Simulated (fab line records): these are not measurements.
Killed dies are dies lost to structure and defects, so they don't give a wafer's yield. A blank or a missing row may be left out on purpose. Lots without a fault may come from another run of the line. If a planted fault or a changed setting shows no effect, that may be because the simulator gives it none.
fab line records	flow sky130
record lots=14	wafers=42	lastDay=50
route steps=708 shown METAL3@563 VIA3@576
lots with no fault: from the same line, run without faults
startH: the number of hours between the record's first day and the start of the first shown wafer of the lot	waitH: hours elapsed since this lot's preceding step	" repeats the value in the row above	L1.1+2: one row covering several wafers at once	- either no value or no given start	* or withheld: withheld	< > ~ a bound
route shown NAME@n: names a module that has steps shown in the file, with the first one's number in the route	usual: the fault-free wafers' mean and standard deviation	same: alike in all rows	chamber/n: place in a boat	sites: each site's reading	_std_site: their standard deviation	_edge_site: mean of outer sites minus mean of inner sites	radiusMm: how far each site lies from the wafer's centre	mask NAME#n: copy n	behind: tool/chamber where the wafer was last shaped	hold: cause of the lot's hold/its duration in hours/its outcome	device: whichever transistor did not switch (one of n, p or np)	end of line: the tests these same wafers got at the end of their route	a step with no rows: only its recipe	killed: not the wafer's yield, but the dies lost to structure and defects at the first sort	map: a wafer's dies, marking killed ones x, the rest . and places with no die _
set.NAME: the setting that was run; set.NAME@STEP: the one run at that earlier step	model.NAME: the simulator's own value behind a step, which no gauge read
one table for each step of the route and one row for each wafer, over a sample of lots
services: from which hour (startH, from the record's first day; less than 0 if before it) a tool's chamber was out of use, for how many hours, and why
## steps
# step SKY_METAL3_CD_MEAS_13
# recipe targetCdNm=300
# usual cdNm=299.8/1.4
lot.wafer	tool	chamber	startH	waitH	cdNm
L565.1	cdSem-02	-	917.19	-	299.8
L565.3	"	-	"	"	299.8
L565.5	"	-	"	"	301.8
L566.3	cdSem-01	-	921.68	-	300.0
L566.4	"	-	"	"	299.4
L566.6	"	-	"	"	298.8
L567.1	cdSem-02	-	923.72	-	299.9
L567.5	"	-	"	"	300.8
L567.6	"	-	"	"	299.2
L568.2	cdSem-01	-	931.66	-	300.9
L568.3	"	-	"	"	301.0
L568.6	"	-	"	"	301.0
L569.3	cdSem-01	-	939.08	-	299.4
L569.4	"	-	"	"	299.3
L569.5	"	-	"	"	299.2
L570.3	cdSem-02	-	947.51	-	297.9
L570.5	"	-	"	"	299.6
L570.6	"	-	"	"	298.0
L572.2	cdSem-02	-	964.36	-	297.1
L572.4	"	-	"	"	296.7
L572.6	"	-	"	"	296.8
L576.2	cdSem-02	-	990.76	-	301.5
L576.4	"	-	"	"	299.8
L576.6	"	-	"	"	299.7
L582.1	cdSem-02	-	1020.64	-	300.3
L582.2	"	-	"	"	300.2
L582.6	"	-	"	"	299.2
L583.1	cdSem-01	-	1036.29	-	300.6
L583.2	"	-	"	"	300.6
L583.6	"	-	"	"	299.9
L584.1	cdSem-01	-	1040.52	-	301.4
L584.2	"	-	"	"	299.1
L584.5	"	-	"	"	299.9
L585.1	cdSem-01	-	1043.87	-	300.3
L585.2	"	-	"	"	301.0
L585.5	"	-	"	"	299.7
L586.3	cdSem-02	-	1050.13	-	301.2
L586.4	"	-	"	"	299.8
L586.6	"	-	"	"	300.7
L587.1	cdSem-01	-	1054.69	-	302.3
L587.3	"	-	"	"	301.8
L587.5	"	-	"	"	302.7
# step SKY_VIA3_BOW_MEAS_03
# recipe mode=bow
# usual VIA3_BOW=79/8.1
lot.wafer	tool	chamber	startH	waitH	VIA3_BOW[um]
L565.1	filmMetro-03	-	918.79	0.2	84
L565.3	"	-	"	"	75
L565.5	"	-	"	"	70
L566.3	filmMetro-03	-	923.28	0.2	67
L566.4	"	-	"	"	84
L566.6	"	-	"	"	77
L567.1	filmMetro-03	-	925.35	0.2	77
L567.5	"	-	"	"	81
L567.6	"	-	"	"	71
L568.2	filmMetro-04	-	933.35	0.1	77
L568.3	"	-	"	"	74
L568.6	"	-	"	"	62
L569.3	filmMetro-04	-	940.80	0.3	88
L569.4	"	-	"	"	83
L569.5	"	-	"	"	75
L570.3	filmMetro-04	-	949.13	0.1	88
L570.5	"	-	"	"	83
L570.6	"	-	"	"	76
L572.2	filmMetro-04	-	966.28	0.1	75
L572.4	"	-	"	"	82
L572.6	"	-	"	"	82
L576.2	filmMetro-03	-	992.41	0.2	81
L576.4	"	-	"	"	83
L576.6	"	-	"	"	84
L582.1	filmMetro-04	-	1022.24	0.2	88
L582.2	"	-	"	"	78
L582.6	"	-	"	"	76
L583.1	filmMetro-03	-	1038.03	0.1	74
L583.2	"	-	"	"	87
L583.6	"	-	"	"	77
L584.1	filmMetro-04	-	1042.17	0.1	73
L584.2	"	-	"	"	72
L584.5	"	-	"	"	76
L585.1	filmMetro-04	-	1045.48	0.2	77
L585.2	"	-	"	"	75
L585.5	"	-	"	"	73
L586.3	filmMetro-04	-	1051.74	0.3	83
L586.4	"	-	"	"	83
L586.6	"	-	"	"	88
L587.1	filmMetro-04	-	1056.29	0.1	76
L587.3	"	-	"	"	90
L587.5	"	-	"	"	83
# step SKY_VIA3_EXPOSE_09
# recipe maskId=VIM3	na=0.8	sourceShape=annular	sigmaInner=0.55	sigmaOuter=0.85	targetCdNm=200	doseMj=38
# usual exposureDoseMJCm2=37.97/0.043	focusOffsetNm=0.1/0.47	reticleTempC=22.98/0.12
lot.wafer	tool	chamber	startH	waitH	mask	exposureDoseMJCm2	focusOffsetNm	reticleTempC
L565.1	krfScanner-02	0	931.05	-	VIM3#0	38.03	0.2	23.06
L565.3	"	0	"	"	VIM3#0	37.96	0.1	22.99
L565.5	"	0	"	"	VIM3#0	37.96	0.1	22.84
L566.3	krfScanner-02	0	935.98	-	VIM3#0	38.00	0.7	23.09
L566.4	"	0	"	"	VIM3#0	37.94	0.7	23.17
L566.6	"	0	"	"	VIM3#0	37.99	0.9	23.26
L567.1	krfScanner-01	0	937.85	-	VIM3#0	38.00	1.5	23.06
L567.5	"	0	"	"	VIM3#0	38.00	0.2	22.89
L567.6	"	0	"	"	VIM3#0	38.00	0.5	22.88
L568.2	krfScanner-01	0	945.94	-	VIM3#0	38.08	1.0	22.79
L568.3	"	0	"	"	VIM3#0	38.04	0.8	22.88
L568.6	"	0	"	"	VIM3#0	38.01	-0.4	22.92
L569.3	krfScanner-01	0	952.68	-	VIM3#0	37.98	-0.2	22.83
L569.4	"	0	"	"	VIM3#0	37.99	0.7	23.02
L569.5	"	0	"	"	VIM3#0	38.00	0.3	22.99
L570.3	krfScanner-01	0	961.78	-	VIM3#0	38.04	0.0	23.00
L570.5	"	0	"	"	VIM3#0	38.01	0.1	22.94
L570.6	"	0	"	"	VIM3#0	38.05	0.9	23.09
L572.2	krfScanner-02	0	977.59	-	VIM3#0	37.94	-0.2	23.00
L572.4	"	0	"	"	VIM3#0	37.99	0.5	23.00
L572.6	"	0	"	"	VIM3#0	38.00	0.2	22.98
L576.2	krfScanner-02	0	1003.64	-	VIM3#0	37.92	0.1	22.90
L576.4	"	0	"	"	VIM3#0	37.98	-0.4	23.12
L576.6	"	0	"	"	VIM3#0	37.90	1.2	23.00
L582.1	krfScanner-01	-	1033.14	-	VIM3#0	-	-	-
L582.2	"	-	"	"	VIM3#0	-	-	-
L582.6	"	-	"	"	VIM3#0	-	-	-
L583.1	krfScanner-01	-	1048.67	-	VIM3#0	-	-	-
L583.2	"	-	"	"	VIM3#0	-	-	-
L583.6	"	-	"	"	VIM3#0	-	-	-
L584.1	krfScanner-01	0	1052.89	-	VIM3#0	37.95	-0.2	23.06
L584.2	"	0	"	"	VIM3#0	37.96	0.1	22.90
L584.5	"	0	"	"	VIM3#0	37.96	-0.1	23.01
L585.1	krfScanner-01	0	1056.57	-	VIM3#0	38.00	-0.3	23.08
L585.2	"	0	"	"	VIM3#0	37.93	-0.1	23.09
L585.5	"	0	"	"	VIM3#0	37.91	-0.2	23.07
L586.3	krfScanner-01	0	1063.18	-	VIM3#0	37.98	0.0	23.03
L586.4	"	0	"	"	VIM3#0	38.00	0.1	23.02
L586.6	"	0	"	"	VIM3#0	37.98	-0.3	22.96
L587.1	krfScanner-01	0	1067.52	-	VIM3#0	38.00	0.3	22.82
L587.3	"	0	"	"	VIM3#0	37.98	-0.2	23.00
L587.5	"	0	"	"	VIM3#0	37.97	-0.2	22.98
# step SKY_VIA3_ETCH_14
# recipe chemistry=N2/H2	target=BARC	ionEnergyEv=200	sourceW=500	biasW=100	pressureMtorr=30	n2FlowSccm=100	h2FlowSccm=200	stopOn=SiO2	timeS=45.9	targetDepthA=600
# usual drypumpMotorCurrentA=5.6/0.45	oesProductAu=0.854/0.0048	rfFwdPowerW=495.5/1.8	throttleValvePct=13.223/0.01
lot.wafer	tool	chamber	startH	waitH	drypumpMotorCurrentA	oesProductAu	rfFwdPowerW	rfHoursCounterH	throttleValvePct
L565.1	rieDiel-01	2	943.35	0.0	5.8	0.858	495.7	7	13.242
L565.3	"	3	"	"	5.0	0.856	497.5	9	13.241
L565.5	"	2	"	"	5.8	0.855	494.0	-	13.218
L566.3	rieDiel-02	2	947.38	0.0	5.8	0.849	491.4	18	13.210
L566.4	"	0	"	"	6.5	0.852	496.1	3	13.216
L566.6	"	2	"	"	5.8	0.850	493.8	-	13.243
L567.1	rieDiel-01	3	949.63	0.0	5.0	0.857	497.7	9	13.239
L567.5	"	2	"	"	5.8	0.851	493.2	-	13.214
L567.6	"	3	"	"	5.1	0.861	498.4	-	13.217
L568.2	rieDiel-04	1	957.68	0.0	5.9	0.852	496.3	27	13.218
L568.3	"	2	"	"	5.6	0.854	494.8	13	13.214
L568.6	"	3	"	"	5.1	0.854	494.3	-	13.235
L569.3	rieDiel-02	0	965.13	0.0	6.5	0.862	498.1	3	13.210
L569.4	"	2	"	"	5.8	0.845	495.2	18	13.221
L569.5	"	3	"	"	5.7	0.851	496.9	-	13.210
L570.3	rieDiel-02	2	973.20	0.0	5.8	0.847	494.8	19	13.216
L570.5	"	3	"	"	5.7	0.855	496.4	-	13.224
L570.6	"	2	"	"	5.8	0.852	496.1	-	13.234
L572.2	rieDiel-04	1	990.18	0.0	5.9	0.855	495.0	29	13.227
L572.4	"	2	"	"	5.6	0.862	494.9	14	13.222
L572.6	"	2	"	"	5.6	0.860	496.5	-	13.210
L576.2	rieDiel-01	1	1015.63	0.0	5.2	0.852	493.1	2	13.215
L576.4	"	2	"	"	5.8	0.852	495.1	10	13.214
L576.6	"	2	"	"	5.8	0.856	493.5	-	13.211
L582.1	rieDiel-01	1	1044.73	0.0	5.2	0.856	494.6	3	13.224
L582.2	"	0	"	"	4.9	0.854	495.1	21	13.228
L582.6	"	0	"	"	4.9	0.856	494.6	-	13.229
L583.1	rieDiel-01	2	1059.83	0.0	5.8	0.848	495.0	11	13.213
L583.2	"	0	"	"	5.0	0.855	498.7	22	13.233
L583.6	"	1	"	"	5.2	0.849	493.4	-	13.230
L584.1	rieDiel-04	3	1064.33	0.0	5.0	0.859	496.2	9	13.215
L584.2	"	2	"	"	5.6	0.860	494.3	17	13.229
L584.5	"	0	"	"	5.9	0.851	494.9	-	13.219
L585.1	rieDiel-04	3	1067.50	0.0	5.1	0.853	494.8	9	13.228
L585.2	"	0	"	"	5.9	0.852	491.9	22	13.235
L585.5	"	0	"	"	5.9	0.842	493.4	-	13.218
L586.3	rieDiel-04	3	1073.00	0.0	5.1	0.860	494.4	10	13.210
L586.4	"	1	"	"	5.8	0.860	494.4	0	13.222
L586.6	"	3	"	"	5.0	0.859	496.2	-	13.229
L587.1	rieDiel-02	0	1078.18	0.0	6.5	0.849	495.3	7	13.219
L587.3	"	1	"	"	5.5	0.856	495.4	22	13.210
L587.5	"	0	"	"	6.5	0.859	496.6	-	13.234
## services
tool	chamber	startH	hours	kind
rieDiel-04	-	916.41	2.0	repair
rieDiel-01	3	918.59	4.7	repair
krfScanner-02	-	927.31	0.8	pm
rieDiel-01	1	933.60	-	clean
rieDiel-01	1	933.60	21.8	scheduledDown
rieDiel-01	1	933.60	21.8	ventCycle
krfScanner-02	0	937.71	-	calibration
krfScanner-01	-	940.33	0.8	pm
krfScanner-02	-	951.06	0.2	repair
krfScanner-02	-	951.79	5.4	repair
krfScanner-01	-	967.06	1.0	pm
rieDiel-01	1	971.73	6.4	repair
krfScanner-02	-	988.69	1.0	pm
krfScanner-01	-	992.66	1.3	pm
rieDiel-01	0	999.77	8.9	repair
krfScanner-01	0	1046.21	-	calibration
rieDiel-04	1	1046.99	-	clean
rieDiel-04	1	1046.99	20.1	scheduledDown
rieDiel-04	1	1046.99	20.1	ventCycle
krfScanner-02	-	1048.88	5.5	pm
rieDiel-04	2	1052.98	7.2	repair
krfScanner-02	-	1057.76	1.3	pm
## key
firstSign step=SKY_VIA3_EXPOSE_09	reading=toolRecord	direction=missing
effect none on later readings
metAt SKY_VIA3_EXPOSE_09
struckLots L582,L583
laterRowsLeftOut L582.1,L582.2,L582.6,L583.1,L583.2,L583.6
sortLeftOut L582.1,L582.2,L582.6,L583.1,L583.2,L583.6
notActingAt SKY_METAL3_CD_MEAS_13,SKY_VIA3_BOW_MEAS_03,SKY_VIA3_ETCH_14
onsetBetween 961.78 1033.14
fault kind=skippedStepWhole	tool=krfScanner-01	chamber=-	onsetH=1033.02	steps=SKY_VIA3_EXPOSE_09	scope=struckLotsOnly
# sortLeftOut: the simulated sort isn't trusted on such a fault, so these wafers' sort isn't shown, and their yield isn't known
# laterRowsLeftOut: the simulator's readings of these wafers behind a module that went badly wrong aren't trusted and aren't shown, but for the sort
